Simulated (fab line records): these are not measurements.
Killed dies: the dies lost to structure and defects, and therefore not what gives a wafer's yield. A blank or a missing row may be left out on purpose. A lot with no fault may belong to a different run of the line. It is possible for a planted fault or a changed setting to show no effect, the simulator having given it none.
Chamber matching	flow sfq-line	SFQ_TRILAYER_I1_VIA_ETCH_VIA_ETCH_052 on rie-diel-01: 4 sister chambers
The step etches SiO2 in CHF3, stops on Nb, target depth 260 nm. 14 wafers are shown with their chamber, then 7 later ones without.

## EACH WAFER AND ITS CHAMBER
wafer	chamber	oes-product-au (a.u.)
L888.3	1	0.848
L888.4	2	0.858
L888.5	3	0.859
L889.3	0	0.857
L889.4	3	0.863
L889.6	0	0.865
L892.2	0	0.855
L892.5	2	0.851
L892.6	0	0.856
L893.1	1	0.862
L893.2	3	0.853
L893.5	3	0.855
L901.1	2	0.857
L901.4	3	0.851

SIGNATURES (averages over the wafers above)
reading	chamber 0	chamber 1	chamber 2	chamber 3	scatter within a chamber
oes-product-au	0.85825	0.85500	0.85533	0.85620	0.00531
Rule: for a wafer and a chamber, the distance is found by dividing, reading by reading, the gap between the wafer's reading and the chamber's mean by the reading's scatter, squaring, summing and taking the root. The wafer belongs to the nearest chamber; if the next one is less than 2 further off, it can't be placed. The scatter: the root of (the sum of the squares of (reading less its chamber's mean) over the shown wafers, divided by (wafers less chambers)).

## WAFERS MISSING THEIR CHAMBER
wafer	oes-product-au (a.u.)
L901.6	0.850
L909.3	0.848
L909.5	0.852
L909.6	0.863
L910.2	0.860
L910.3	0.862
L910.6	0.859

## WHICH CHAMBER EACH ONE RAN IN
wafer	from the rows above	in truth
L901.6	can't be placed: 1 or 2 or 3 or 0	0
L909.3	can't be placed: 1 or 2 or 3 or 0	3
L909.5	can't be placed: 1 or 2 or 3 or 0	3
L909.6	can't be placed: 0 or 3 or 2 or 1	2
L910.2	can't be placed: 0 or 3 or 2 or 1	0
L910.3	can't be placed: 0 or 3 or 2 or 1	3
L910.6	can't be placed: 0 or 3 or 2 or 1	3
Correct placement for 0 of the 7. Cannot be placed on the basis of these rows: 7; the candidates contain the true chamber in 7. Wrongly placed: 0.
